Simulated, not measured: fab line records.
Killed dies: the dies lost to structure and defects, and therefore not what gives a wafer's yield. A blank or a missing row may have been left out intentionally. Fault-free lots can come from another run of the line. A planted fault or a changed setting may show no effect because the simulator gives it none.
fab line records ; flow gf180mcu
[record] lots = 24; wafers = 72; last-day = 34
route steps=602 shown V4@493 MIM@505
lots with no fault: from the same line, run without faults
start-h: hours from the record's first day to the start of the lot's first wafer shown ; wait-h: hours from the lot's prior step to this one ; " the same as in the row above ; L1.1+2: several wafers, shown together as one row ; - no value, or no start was given ; * or withheld: withheld ; < > ~ a bound
route shown NAME@n: names a module that has steps shown in the file, with the first one's number in the route ; usual: mean/standard deviation of fault-free wafers ; same: alike in all rows ; chamber/n: place in a boat ; sites: readings site by site ; _std_site: their standard deviation ; _edge_site: inner sites' mean taken away from outer sites' mean ; radius-mm: for every site, how far away it sits from the centre of the wafer ; mask NAME#n: copy n ; behind: the last tool/chamber to shape the wafer ; hold: why the lot went on hold/how many hours it stayed there/how the hold came to an end ; device: transistor that didn't switch, given as n, p or np ; end of line: tests of these same wafers at the route's end ; where a step has no rows: the recipe by itself ; killed: at the first sort, the dies lost to defects and structure; wafer yield is something else ; map: dies across one wafer; x = killed, . = not, _ = none there
set.NAME: the setting as run; set.NAME@STEP: as run at that earlier step ; model.NAME: the simulator's own value behind a step, which no gauge read
steps of the route over a sample of lots; a table a step, a row a wafer
services: when a tool's chamber went out of use (start-h, in hours from the record's first day, below 0 if earlier), for how many hours, and the reason
[[steps]]
[step GF_V4_ETCH_17]
[recipe] chemistry = C4F8/O2/Ar; mask-material = KrF; target = SiO2; stop-on = TiN; source-w = 1500; bias-w = 1200; pressure-mtorr = 40; c4f8-flow-sccm = withheld; O2_flow_sccm = 6; Ar_flow_sccm = 300; time-s = withheld; target-depth-a = 6300
[usual] oes-product-au = 0.857/0.0053
lot.wafer;tool;chamber;start-h;wait-h;oes-product-au
L074.1;rie-diel-04;1;-;-;0.856
L074.4;rie-diel-04;2;-;-;0.855
L074.5;rie-diel-04;1;-;-;0.867
L075.2;rie-diel-02;3;-;-;0.845
L075.5;rie-diel-02;3;-;-;0.853
L075.6;rie-diel-02;2;-;-;0.851
L076.2;rie-diel-02;2;-;-;0.850
L076.3;rie-diel-02;3;-;-;0.853
L076.5;rie-diel-02;3;-;-;0.862
L077.1;rie-diel-02;3;-;-;0.858
L077.2;rie-diel-02;0;-;-;0.849
L077.4;rie-diel-02;1;-;-;0.864
L078.1;rie-diel-04;3;-;-;0.853
L078.2;rie-diel-04;2;-;-;0.855
L078.4;rie-diel-04;1;-;-;0.857
L079.2;rie-diel-01;2;-;-;0.857
L079.4;rie-diel-01;0;-;-;0.854
L079.6;rie-diel-01;3;-;-;0.848
L080.2;rie-diel-04;3;-;-;0.862
L080.4;rie-diel-04;2;-;-;0.862
L080.6;rie-diel-04;1;-;-;0.867
L081.1;rie-diel-04;2;-;-;0.855
L081.2;rie-diel-04;0;-;-;0.855
L081.3;rie-diel-04;1;-;-;0.857
L082.1;rie-diel-04;1;-;-;0.864
L082.5;rie-diel-04;0;-;-;0.856
L082.6;rie-diel-04;3;-;-;0.846
L083.1;rie-diel-02;1;-;-;0.856
L083.2;rie-diel-02;3;-;-;0.853
L083.5;rie-diel-02;3;-;-;0.849
L084.1;rie-diel-02;3;-;-;0.862
L084.4;rie-diel-02;2;-;-;0.852
L084.5;rie-diel-02;0;-;-;0.857
L085.1;rie-diel-04;1;-;-;0.853
L085.2;rie-diel-04;3;-;-;0.863
L085.3;rie-diel-04;0;-;-;0.855
L086.3;rie-diel-04;3;-;-;0.860
L086.4;rie-diel-04;2;-;-;0.856
L086.5;rie-diel-04;2;-;-;0.865
L087.2;rie-diel-02;0;-;-;0.854
L087.3;rie-diel-02;2;-;-;0.861
L087.5;rie-diel-02;0;-;-;0.855
L088.3;rie-diel-01;1;-;-;0.865
L088.5;rie-diel-01;3;-;-;0.858
L088.6;rie-diel-01;2;-;-;0.865
L089.1;rie-diel-02;2;-;-;0.851
L089.4;rie-diel-02;0;-;-;0.848
L089.6;rie-diel-02;1;-;-;0.859
L090.2;rie-diel-01;0;-;-;0.852
L090.4;rie-diel-01;1;-;-;0.863
L090.5;rie-diel-01;2;-;-;0.856
L091.3;rie-diel-01;3;-;-;0.856
L091.4;rie-diel-01;2;-;-;0.867
L091.5;rie-diel-01;0;-;-;0.852
L092.1;rie-diel-02;0;-;-;0.850
L092.2;rie-diel-02;2;-;-;0.862
L092.5;rie-diel-02;2;-;-;0.860
L093.1;rie-diel-04;3;-;-;0.860
L093.2;rie-diel-04;0;-;-;0.858
L093.3;rie-diel-04;2;-;-;0.852
L094.3;rie-diel-01;1;-;-;0.848
L094.5;rie-diel-01;1;-;-;0.859
L094.6;rie-diel-01;2;-;-;0.861
L095.2;rie-diel-02;1;-;-;0.858
L095.4;rie-diel-02;3;-;-;0.854
L095.6;rie-diel-02;0;-;-;0.851
L096.1;rie-diel-01;1;-;-;0.865
L096.3;rie-diel-01;3;-;-;0.850
L096.5;rie-diel-01;1;-;-;0.858
L097.1;rie-diel-04;3;-;-;0.857
L097.3;rie-diel-04;0;-;-;0.860
L097.5;rie-diel-04;1;-;-;0.859
[step GF_V4_STRIP_18]
[recipe] chemistry = O2/N2; power-w = 1400; pressure-mtorr = 1500; platen-temp-c = 250; o2-flow-sccm = 3000; n2-flow-sccm = 300; overash-fraction = 0.5
[usual] drypump-motor-current-A = 5.74/0.11; heater-power-w = 340/40; oes-product-au = 0.593/0.005
lot.wafer;tool;chamber;start-h;wait-h;drypump-motor-current-A;heater-power-w;oes-product-au;rf-hours-counter-h
L074.1;plasma-asher-03;0;562.56;-;5.68;379;0.592;97
L074.4;plasma-asher-03;1;562.56;-;5.69;366;0.589;-
L074.5;plasma-asher-03;1;562.56;-;5.69;352;0.596;-
L075.2;plasma-asher-03;0;564.31;-;5.71;375;0.593;97
L075.5;plasma-asher-03;0;564.31;-;5.71;384;0.599;-
L075.6;plasma-asher-03;1;564.31;-;5.68;362;0.602;-
L076.2;plasma-asher-01;1;572.60;-;5.86;289;0.595;78
L076.3;plasma-asher-01;0;572.60;-;5.77;366;0.601;-
L076.5;plasma-asher-01;1;572.60;-;5.88;276;0.586;-
L077.1;plasma-asher-02;1;589.40;-;5.80;389;0.591;16
L077.2;plasma-asher-02;0;589.40;-;5.54;301;0.597;16
L077.4;plasma-asher-02;0;589.40;-;5.55;309;0.598;-
L078.1;plasma-asher-01;1;589.75;-;5.90;278;0.597;79
L078.2;plasma-asher-01;0;589.75;-;5.73;360;0.596;79
L078.4;plasma-asher-01;1;589.75;-;5.91;290;0.591;-
L079.2;plasma-asher-03;0;596.71;-;5.66;378;0.594;101
L079.4;plasma-asher-03;0;596.71;-;5.67;382;0.593;-
L079.6;plasma-asher-03;1;596.71;-;5.69;364;0.605;-
L080.2;plasma-asher-02;1;610.75;-;5.78;388;0.589;19
L080.4;plasma-asher-02;1;610.75;-;5.83;390;0.593;-
L080.6;plasma-asher-02;0;610.75;-;5.55;315;0.594;-
L081.1;plasma-asher-03;0;613.26;-;5.64;370;0.580;103
L081.2;plasma-asher-03;1;613.26;-;5.69;354;0.593;103
L081.3;plasma-asher-03;1;613.26;-;5.68;360;0.598;-
L082.1;plasma-asher-02;1;620.40;-;5.83;388;0.588;20
L082.5;plasma-asher-02;0;620.40;-;5.53;302;0.592;-
L082.6;plasma-asher-02;1;620.40;-;5.82;379;0.589;-
L083.1;plasma-asher-01;1;627.80;-;5.90;282;0.589;81
L083.2;plasma-asher-01;0;627.80;-;5.74;355;0.599;81
L083.5;plasma-asher-01;0;627.80;-;5.71;359;0.589;-
L084.1;plasma-asher-01;0;637.16;-;5.71;359;0.597;82
L084.4;plasma-asher-01;1;637.16;-;5.87;280;0.596;-
L084.5;plasma-asher-01;0;637.16;-;5.69;366;0.594;-
L085.1;plasma-asher-02;0;646.85;-;5.56;299;0.595;23
L085.2;plasma-asher-02;1;646.85;-;5.83;374;0.595;23
L085.3;plasma-asher-02;0;646.85;-;5.52;305;0.594;-
L086.3;plasma-asher-01;0;649.84;-;5.75;360;0.593;-
L086.4;plasma-asher-01;1;649.84;-;5.87;276;0.587;-
L086.5;plasma-asher-01;1;649.84;-;5.89;276;0.593;-
L087.2;plasma-asher-01;1;668.21;-;5.91;284;0.592;85
L087.3;plasma-asher-01;0;668.21;-;5.77;361;0.587;-
L087.5;plasma-asher-01;1;668.21;-;5.89;276;0.596;-
L088.3;plasma-asher-02;0;673.34;-;5.53;305;0.599;-
L088.5;plasma-asher-02;0;673.34;-;5.53;304;0.589;-
L088.6;plasma-asher-02;1;673.34;-;5.78;394;0.596;-
L089.1;plasma-asher-01;1;678.81;-;5.83;289;0.593;86
L089.4;plasma-asher-01;0;678.81;-;5.74;351;0.592;-
L089.6;plasma-asher-01;1;678.81;-;5.88;281;0.591;-
L090.2;plasma-asher-03;1;685.96;-;5.67;347;0.595;111
L090.4;plasma-asher-03;0;685.96;-;5.67;384;0.594;-
L090.5;plasma-asher-03;1;685.96;-;5.67;358;0.593;-
L091.3;plasma-asher-01;1;690.39;-;5.87;282;0.600;-
L091.4;plasma-asher-01;0;690.39;-;5.80;366;0.586;-
L091.5;plasma-asher-01;0;690.39;-;5.78;361;0.591;-
L092.1;plasma-asher-03;1;698.91;-;5.65;370;0.593;112
L092.2;plasma-asher-03;0;698.91;-;5.67;379;0.593;112
L092.5;plasma-asher-03;1;698.91;-;5.66;351;0.595;-
L093.1;plasma-asher-01;0;708.95;-;5.75;361;0.593;90
L093.2;plasma-asher-01;1;708.95;-;5.90;270;0.600;90
L093.3;plasma-asher-01;0;708.95;-;5.73;361;0.589;-
L094.3;plasma-asher-01;0;709.69;-;5.73;355;0.586;-
L094.5;plasma-asher-01;1;709.69;-;5.87;283;0.594;-
L094.6;plasma-asher-01;0;709.69;-;5.71;356;0.595;-
L095.2;plasma-asher-03;1;714.66;-;5.68;361;0.595;114
L095.4;plasma-asher-03;0;714.66;-;5.67;372;0.588;-
L095.6;plasma-asher-03;1;714.66;-;5.67;357;0.594;-
L096.1;plasma-asher-01;1;730.35;-;5.86;279;0.591;92
L096.3;plasma-asher-01;1;730.35;-;5.87;279;0.594;-
L096.5;plasma-asher-01;0;730.35;-;5.76;374;0.601;-
L097.1;plasma-asher-01;0;733.61;-;5.77;365;0.602;92
L097.3;plasma-asher-01;1;733.61;-;5.85;284;0.597;-
L097.5;plasma-asher-01;1;733.61;-;5.87;281;0.590;-
[step GF_V4_RS_MEAS_24]
[recipe] thk-meas-gauge = four-point-probe; reads = W_of_V4_CVD_23+TiN_of_V4_SPUTTER_22+Ti_of_V4_SPUTTER_21
[usual] V4_W_RS = 0.326/0.0045
lot.wafer;tool;chamber;start-h;wait-h;V4_W_RS[ohm/sq]
L074.1;film-metro-01;-;563.37;0.1;0.323
L074.4;film-metro-01;-;563.37;0.1;0.323
L074.5;film-metro-01;-;563.37;0.1;0.321
L075.2;film-metro-01;-;565.08;0.1;0.325
L075.5;film-metro-01;-;565.08;0.1;0.321
L075.6;film-metro-01;-;565.08;0.1;0.327
L076.2;film-metro-02;-;573.71;0.1;0.319
L076.3;film-metro-02;-;573.71;0.1;0.321
L076.5;film-metro-02;-;573.71;0.1;0.332
L077.1;film-metro-04;-;590.14;0.1;0.327
L077.2;film-metro-04;-;590.14;0.1;0.321
L077.4;film-metro-04;-;590.14;0.1;0.329
L078.1;film-metro-02;-;590.49;0.1;0.323
L078.2;film-metro-02;-;590.49;0.1;0.331
L078.4;film-metro-02;-;590.49;0.1;0.330
L079.2;film-metro-04;-;597.51;0.1;0.326
L079.4;film-metro-04;-;597.51;0.1;0.322
L079.6;film-metro-04;-;597.51;0.1;0.335
L080.2;film-metro-02;-;611.55;0.1;0.325
L080.4;film-metro-02;-;611.55;0.1;0.322
L080.6;film-metro-02;-;611.55;0.1;0.323
L081.1;film-metro-02;-;614.03;0.1;0.332
L081.2;film-metro-02;-;614.03;0.1;0.322
L081.3;film-metro-02;-;614.03;0.1;0.334
L082.1;film-metro-02;-;621.18;0.1;0.321
L082.5;film-metro-02;-;621.18;0.1;0.321
L082.6;film-metro-02;-;621.18;0.1;0.320
L083.1;film-metro-02;-;628.55;0.1;0.322
L083.2;film-metro-02;-;628.55;0.1;0.335
L083.5;film-metro-02;-;628.55;0.1;0.323
L084.1;film-metro-01;-;637.92;0.1;0.322
L084.4;film-metro-01;-;637.92;0.1;0.323
L084.5;film-metro-01;-;637.92;0.1;0.323
L085.1;film-metro-01;-;647.59;0.1;0.325
L085.2;film-metro-01;-;647.59;0.1;0.321
L085.3;film-metro-01;-;647.59;0.1;0.324
L086.3;film-metro-04;-;650.59;0.1;0.326
L086.4;film-metro-04;-;650.59;0.1;0.330
L086.5;film-metro-04;-;650.59;0.1;0.330
L087.2;film-metro-04;-;668.98;0.1;0.329
L087.3;film-metro-04;-;668.98;0.1;0.327
L087.5;film-metro-04;-;668.98;0.1;0.329
L088.3;film-metro-01;-;674.12;0.1;0.326
L088.5;film-metro-01;-;674.12;0.1;0.325
L088.6;film-metro-01;-;674.12;0.1;0.326
L089.1;film-metro-04;-;679.96;0.1;0.333
L089.4;film-metro-04;-;679.96;0.1;0.325
L089.6;film-metro-04;-;679.96;0.1;0.331
L090.2;film-metro-04;-;687.09;0.1;0.327
L090.4;film-metro-04;-;687.09;0.1;0.330
L090.5;film-metro-04;-;687.09;0.1;0.324
L091.3;film-metro-01;-;691.20;0.1;0.324
L091.4;film-metro-01;-;691.20;0.1;0.327
L091.5;film-metro-01;-;691.20;0.1;0.319
L092.1;film-metro-02;-;699.68;0.1;0.325
L092.2;film-metro-02;-;699.68;0.1;0.323
L092.5;film-metro-02;-;699.68;0.1;0.322
L093.1;film-metro-04;-;709.71;0.1;0.328
L093.2;film-metro-04;-;709.71;0.1;0.328
L093.3;film-metro-04;-;709.71;0.1;0.329
L094.3;film-metro-01;-;710.51;0.1;0.324
L094.5;film-metro-01;-;710.51;0.1;0.331
L094.6;film-metro-01;-;710.51;0.1;0.321
L095.2;film-metro-01;-;715.45;0.1;0.325
L095.4;film-metro-01;-;715.45;0.1;0.331
L095.6;film-metro-01;-;715.45;0.1;0.329
L096.1;film-metro-04;-;731.10;0.1;0.329
L096.3;film-metro-04;-;731.10;0.1;0.330
L096.5;film-metro-04;-;731.10;0.1;0.333
L097.1;film-metro-02;-;734.36;0.1;0.330
L097.3;film-metro-02;-;734.36;0.1;0.328
L097.5;film-metro-02;-;734.36;0.1;0.328
[step GF_MIM_SPUTTER_02]
[recipe] material = AlCu; target-thk-nm = 450; power-w = 10600; time-s = 23.9; chamber-pressure-pa = 0.4
[usual] throttle-valve-pct = 30.0/0.82
lot.wafer;tool;chamber;start-h;wait-h;throttle-valve-pct
L074.1;pvd-sputter-01;-;563.98;0.0;30.4
L074.4;pvd-sputter-01;-;563.98;0.0;30.4
L074.5;pvd-sputter-01;-;563.98;0.0;30.8
L075.2;pvd-sputter-02;-;572.31;6.7;29.6
L075.5;pvd-sputter-02;-;572.31;6.7;30.6
L075.6;pvd-sputter-02;-;572.31;6.7;29.7
L076.2;pvd-sputter-02;-;574.30;0.0;30.9
L076.3;pvd-sputter-02;-;574.30;0.0;29.5
L076.5;pvd-sputter-02;-;574.30;0.0;30.7
L077.1;pvd-sputter-02;-;590.76;0.0;29.7
L077.2;pvd-sputter-02;-;590.76;0.0;31.0
L077.4;pvd-sputter-02;-;590.76;0.0;30.6
L078.1;pvd-sputter-02;-;591.10;0.0;30.5
L078.2;pvd-sputter-02;-;591.10;0.0;29.6
L078.4;pvd-sputter-02;-;591.10;0.0;30.8
L079.2;pvd-sputter-01;-;598.10;0.0;30.7
L079.4;pvd-sputter-01;-;598.10;0.0;30.2
L079.6;pvd-sputter-01;-;598.10;0.0;30.6
L080.2;pvd-sputter-02;-;612.14;0.0;30.7
L080.4;pvd-sputter-02;-;612.14;0.0;29.3
L080.6;pvd-sputter-02;-;612.14;0.0;30.6
L081.1;pvd-sputter-01;-;614.64;0.0;30.4
L081.2;pvd-sputter-01;-;614.64;0.0;29.0
L081.3;pvd-sputter-01;-;614.64;0.0;30.2
L082.1;pvd-sputter-01;-;621.79;0.0;30.3
L082.5;pvd-sputter-01;-;621.79;0.0;28.5
L082.6;pvd-sputter-01;-;621.79;0.0;30.6
L083.1;pvd-sputter-04;-;629.16;0.0;31.0
L083.2;pvd-sputter-04;-;629.16;0.0;29.5
L083.5;pvd-sputter-04;-;629.16;0.0;28.7
L084.1;pvd-sputter-02;-;638.53;0.0;29.6
L084.4;pvd-sputter-02;-;638.53;0.0;30.6
L084.5;pvd-sputter-02;-;638.53;0.0;29.6
L085.1;pvd-sputter-04;-;648.20;0.0;28.8
L085.2;pvd-sputter-04;-;648.20;0.0;31.0
L085.3;pvd-sputter-04;-;648.20;0.0;29.2
L086.3;pvd-sputter-01;-;651.16;0.0;30.7
L086.4;pvd-sputter-01;-;651.16;0.0;28.8
L086.5;pvd-sputter-01;-;651.16;0.0;28.7
L087.2;pvd-sputter-02;-;669.57;0.0;30.2
L087.3;pvd-sputter-02;-;669.57;0.0;29.7
L087.5;pvd-sputter-02;-;669.57;0.0;29.4
L088.3;pvd-sputter-01;-;674.69;0.0;28.8
L088.5;pvd-sputter-01;-;674.69;0.0;28.8
L088.6;pvd-sputter-01;-;674.69;0.0;30.3
L089.1;pvd-sputter-04;-;680.57;0.0;30.9
L089.4;pvd-sputter-04;-;680.57;0.0;29.5
L089.6;pvd-sputter-04;-;680.57;0.0;28.4
L090.2;pvd-sputter-04;-;687.68;0.0;31.0
L090.4;pvd-sputter-04;-;687.68;0.0;29.2
L090.5;pvd-sputter-04;-;687.68;0.0;28.6
L091.3;pvd-sputter-02;-;691.77;0.0;29.5
L091.4;pvd-sputter-02;-;691.77;0.0;29.4
L091.5;pvd-sputter-02;-;691.77;0.0;31.0
L092.1;pvd-sputter-01;-;700.29;0.0;31.0
L092.2;pvd-sputter-01;-;700.29;0.0;30.0
L092.5;pvd-sputter-01;-;700.29;0.0;28.4
L093.1;pvd-sputter-02;-;710.32;0.0;29.5
L093.2;pvd-sputter-02;-;710.32;0.0;29.8
L093.3;pvd-sputter-02;-;710.32;0.0;30.5
L094.3;pvd-sputter-02;-;711.08;0.0;30.7
L094.5;pvd-sputter-02;-;711.08;0.0;30.0
L094.6;pvd-sputter-02;-;711.08;0.0;30.6
L095.2;pvd-sputter-01;-;716.04;0.0;30.0
L095.4;pvd-sputter-01;-;716.04;0.0;30.5
L095.6;pvd-sputter-01;-;716.04;0.0;30.0
L096.1;pvd-sputter-01;-;731.71;0.0;30.8
L096.3;pvd-sputter-01;-;731.71;0.0;30.4
L096.5;pvd-sputter-01;-;731.71;0.0;28.9
L097.1;pvd-sputter-01;-;734.97;0.0;30.8
L097.3;pvd-sputter-01;-;734.97;0.0;28.8
L097.5;pvd-sputter-01;-;734.97;0.0;30.7
[step GF_MIM_SPUTTER_04]
[recipe] material = TiN; target-thk-nm = 50; power-w = 6500; time-s = 41.7; chamber-pressure-pa = 0.4
[usual] throttle-valve-pct = 30.0/0.8
lot.wafer;tool;chamber;start-h;wait-h;throttle-valve-pct
L074.1;pvd-sputter-01;-;564.03;0.0;30.2
L074.4;pvd-sputter-01;-;564.03;0.0;29.9
L074.5;pvd-sputter-01;-;564.03;0.0;31.0
L075.2;pvd-sputter-02;-;572.36;0.0;29.7
L075.5;pvd-sputter-02;-;572.36;0.0;30.8
L075.6;pvd-sputter-02;-;572.36;0.0;29.4
L076.2;pvd-sputter-02;-;574.35;0.0;30.6
L076.3;pvd-sputter-02;-;574.35;0.0;29.4
L076.5;pvd-sputter-02;-;574.35;0.0;30.5
L077.1;pvd-sputter-02;-;590.81;0.0;29.9
L077.2;pvd-sputter-02;-;590.81;0.0;30.7
L077.4;pvd-sputter-02;-;590.81;0.0;30.7
L078.1;pvd-sputter-02;-;591.16;0.0;30.4
L078.2;pvd-sputter-02;-;591.16;0.0;30.0
L078.4;pvd-sputter-02;-;591.16;0.0;30.7
L079.2;pvd-sputter-01;-;598.15;0.0;30.9
L079.4;pvd-sputter-01;-;598.15;0.0;30.3
L079.6;pvd-sputter-01;-;598.15;0.0;30.5
L080.2;pvd-sputter-02;-;612.19;0.0;30.8
L080.4;pvd-sputter-02;-;612.19;0.0;30.1
L080.6;pvd-sputter-02;-;612.19;0.0;30.7
L081.1;pvd-sputter-01;-;614.69;0.0;30.4
L081.2;pvd-sputter-01;-;614.69;0.0;28.6
L081.3;pvd-sputter-01;-;614.69;0.0;30.1
L082.1;pvd-sputter-01;-;621.84;0.0;30.7
L082.5;pvd-sputter-01;-;621.84;0.0;29.0
L082.6;pvd-sputter-01;-;621.84;0.0;30.6
L083.1;pvd-sputter-04;-;629.21;0.0;30.9
L083.2;pvd-sputter-04;-;629.21;0.0;29.5
L083.5;pvd-sputter-04;-;629.21;0.0;28.9
L084.1;pvd-sputter-02;-;638.58;0.0;29.6
L084.4;pvd-sputter-02;-;638.58;0.0;30.7
L084.5;pvd-sputter-02;-;638.58;0.0;29.7
L085.1;pvd-sputter-04;-;648.25;0.0;28.8
L085.2;pvd-sputter-04;-;648.25;0.0;31.1
L085.3;pvd-sputter-04;-;648.25;0.0;29.5
L086.3;pvd-sputter-01;-;651.21;0.0;30.8
L086.4;pvd-sputter-01;-;651.21;0.0;28.7
L086.5;pvd-sputter-01;-;651.21;0.0;28.9
L087.2;pvd-sputter-02;-;669.62;0.0;30.6
L087.3;pvd-sputter-02;-;669.62;0.0;29.7
L087.5;pvd-sputter-02;-;669.62;0.0;29.4
L088.3;pvd-sputter-01;-;674.74;0.0;28.7
L088.5;pvd-sputter-01;-;674.74;0.0;28.7
L088.6;pvd-sputter-01;-;674.74;0.0;30.0
L089.1;pvd-sputter-04;-;680.62;0.0;31.3
L089.4;pvd-sputter-04;-;680.62;0.0;29.3
L089.6;pvd-sputter-04;-;680.62;0.0;28.8
L090.2;pvd-sputter-04;-;687.73;0.0;30.9
L090.4;pvd-sputter-04;-;687.73;0.0;29.2
L090.5;pvd-sputter-04;-;687.73;0.0;28.7
L091.3;pvd-sputter-02;-;691.82;0.0;29.4
L091.4;pvd-sputter-02;-;691.82;0.0;29.7
L091.5;pvd-sputter-02;-;691.82;0.0;30.9
L092.1;pvd-sputter-01;-;700.34;0.0;30.6
L092.2;pvd-sputter-01;-;700.34;0.0;30.4
L092.5;pvd-sputter-01;-;700.34;0.0;29.0
L093.1;pvd-sputter-02;-;710.37;0.0;29.5
L093.2;pvd-sputter-02;-;710.37;0.0;29.7
L093.3;pvd-sputter-02;-;710.37;0.0;30.9
L094.3;pvd-sputter-02;-;711.13;0.0;30.6
L094.5;pvd-sputter-02;-;711.13;0.0;29.7
L094.6;pvd-sputter-02;-;711.13;0.0;30.5
L095.2;pvd-sputter-01;-;716.09;0.0;30.3
L095.4;pvd-sputter-01;-;716.09;0.0;30.7
L095.6;pvd-sputter-01;-;716.09;0.0;30.2
L096.1;pvd-sputter-01;-;731.76;0.0;31.0
L096.3;pvd-sputter-01;-;731.76;0.0;30.6
L096.5;pvd-sputter-01;-;731.76;0.0;28.6
L097.1;pvd-sputter-01;-;735.02;0.0;30.8
L097.3;pvd-sputter-01;-;735.02;0.0;28.6
L097.5;pvd-sputter-01;-;735.02;0.0;30.8
[step GF_MIM_SPUTTER_08]
[recipe] material = AlCu; target-thk-nm = 200; power-w = 10600; time-s = 10.6; chamber-pressure-pa = 0.4
[usual] throttle-valve-pct = 29.8/0.84
lot.wafer;tool;chamber;start-h;wait-h;throttle-valve-pct
L074.1;pvd-sputter-02;-;564.21;0.0;30.8
L074.4;pvd-sputter-02;-;564.21;0.0;29.6
L074.5;pvd-sputter-02;-;564.21;0.0;30.4
L075.2;pvd-sputter-04;-;572.54;0.0;28.6
L075.5;pvd-sputter-04;-;572.54;0.0;28.6
L075.6;pvd-sputter-04;-;572.54;0.0;28.6
L076.2;pvd-sputter-04;-;574.54;0.0;31.4
L076.3;pvd-sputter-04;-;574.54;0.0;28.6
L076.5;pvd-sputter-04;-;574.54;0.0;28.6
L077.1;pvd-sputter-01;-;590.98;0.0;30.8
L077.2;pvd-sputter-01;-;590.98;0.0;30.5
L077.4;pvd-sputter-01;-;590.98;0.0;28.4
L078.1;pvd-sputter-02;-;591.33;0.0;30.7
L078.2;pvd-sputter-02;-;591.33;0.0;30.8
L078.4;pvd-sputter-02;-;591.33;0.0;29.2
L079.2;pvd-sputter-02;-;598.33;0.0;29.6
L079.4;pvd-sputter-02;-;598.33;0.0;30.4
L079.6;pvd-sputter-02;-;598.33;0.0;29.8
L080.2;pvd-sputter-04;-;612.36;0.0;30.9
L080.4;pvd-sputter-04;-;612.36;0.0;29.4
L080.6;pvd-sputter-04;-;612.36;0.0;28.7
L081.1;pvd-sputter-04;-;614.86;0.0;28.6
L081.2;pvd-sputter-04;-;614.86;0.0;28.6
L081.3;pvd-sputter-04;-;614.86;0.0;29.1
L082.1;pvd-sputter-02;-;622.01;0.0;30.9
L082.5;pvd-sputter-02;-;622.01;0.0;30.5
L082.6;pvd-sputter-02;-;622.01;0.0;29.8
L083.1;pvd-sputter-02;-;629.39;0.0;29.7
L083.2;pvd-sputter-02;-;629.39;0.0;30.7
L083.5;pvd-sputter-02;-;629.39;0.0;30.4
L084.1;pvd-sputter-01;-;638.75;0.0;30.3
L084.4;pvd-sputter-01;-;638.75;0.0;29.1
L084.5;pvd-sputter-01;-;638.75;0.0;28.7
L085.1;pvd-sputter-02;-;648.43;0.0;30.8
L085.2;pvd-sputter-02;-;648.43;0.0;30.6
L085.3;pvd-sputter-02;-;648.43;0.0;29.7
L086.3;pvd-sputter-04;-;651.39;0.0;28.6
L086.4;pvd-sputter-04;-;651.39;0.0;30.7
L086.5;pvd-sputter-04;-;651.39;0.0;28.6
L087.2;pvd-sputter-01;-;669.79;0.0;28.9
L087.3;pvd-sputter-01;-;669.79;0.0;30.5
L087.5;pvd-sputter-01;-;669.79;0.0;30.2
L088.3;pvd-sputter-04;-;674.92;0.0;29.2
L088.5;pvd-sputter-04;-;674.92;0.0;29.4
L088.6;pvd-sputter-04;-;674.92;0.0;31.2
L089.1;pvd-sputter-02;-;680.80;0.0;30.8
L089.4;pvd-sputter-02;-;680.80;0.0;30.2
L089.6;pvd-sputter-02;-;680.80;0.0;30.4
L090.2;pvd-sputter-02;-;687.90;0.0;30.8
L090.4;pvd-sputter-02;-;687.90;0.0;29.5
L090.5;pvd-sputter-02;-;687.90;0.0;29.1
L091.3;pvd-sputter-01;-;691.99;0.0;29.9
L091.4;pvd-sputter-01;-;691.99;0.0;28.8
L091.5;pvd-sputter-01;-;691.99;0.0;28.8
L092.1;pvd-sputter-02;-;700.53;0.0;29.6
L092.2;pvd-sputter-02;-;700.53;0.0;30.5
L092.5;pvd-sputter-02;-;700.53;0.0;29.5
L093.1;pvd-sputter-04;-;710.55;0.0;28.6
L093.2;pvd-sputter-04;-;710.55;0.0;31.2
L093.3;pvd-sputter-04;-;710.55;0.0;28.6
L094.3;pvd-sputter-04;-;711.30;0.0;30.9
L094.5;pvd-sputter-04;-;711.30;0.0;28.5
L094.6;pvd-sputter-04;-;711.30;0.0;30.8
L095.2;pvd-sputter-02;-;716.27;0.0;29.3
L095.4;pvd-sputter-02;-;716.27;0.0;30.4
L095.6;pvd-sputter-02;-;716.27;0.0;29.4
L096.1;pvd-sputter-02;-;731.96;0.0;29.6
L096.3;pvd-sputter-02;-;731.96;0.0;30.5
L096.5;pvd-sputter-02;-;731.96;0.0;30.8
L097.1;pvd-sputter-02;-;735.21;0.0;30.6
L097.3;pvd-sputter-02;-;735.21;0.0;29.3
L097.5;pvd-sputter-02;-;735.21;0.0;29.7
[[services]]
tool;chamber;start-h;hours;kind
rie-diel-02;0;541.83;42.7;repair
pvd-sputter-02;-;546.38;8.1;repair
rie-diel-04;2;564.63;12.7;repair
pvd-sputter-04;2;577.43;-;consumable-replace:kit
pvd-sputter-04;-;584.05;13.2;repair
plasma-asher-01;-;604.80;3.2;repair
rie-diel-01;1;606.92;2.8;repair
plasma-asher-01;-;608.02;14.6;pm
rie-diel-04;0;609.78;1.7;repair
pvd-sputter-04;-;633.12;9.8;repair
rie-diel-02;3;640.97;68.3;repair
pvd-sputter-01;3;664.70;-;consumable-replace:kit
pvd-sputter-01;3;664.70;18.0;scheduled-down
pvd-sputter-01;3;664.70;18.0;vent-cycle
rie-diel-02;2;682.95;6.0;repair
pvd-sputter-01;-;685.31;1.6;repair
plasma-asher-03;-;687.69;3.6;repair
pvd-sputter-01;-;689.55;0.7;repair
rie-diel-02;0;689.98;4.9;repair
rie-diel-04;1;708.69;7.1;repair
rie-diel-04;-;717.28;0.1;repair
rie-diel-01;2;729.20;2.1;repair
rie-diel-01;-;731.14;0.5;repair
plasma-asher-03;-;733.75;9.0;pm
[[key]]
fault none
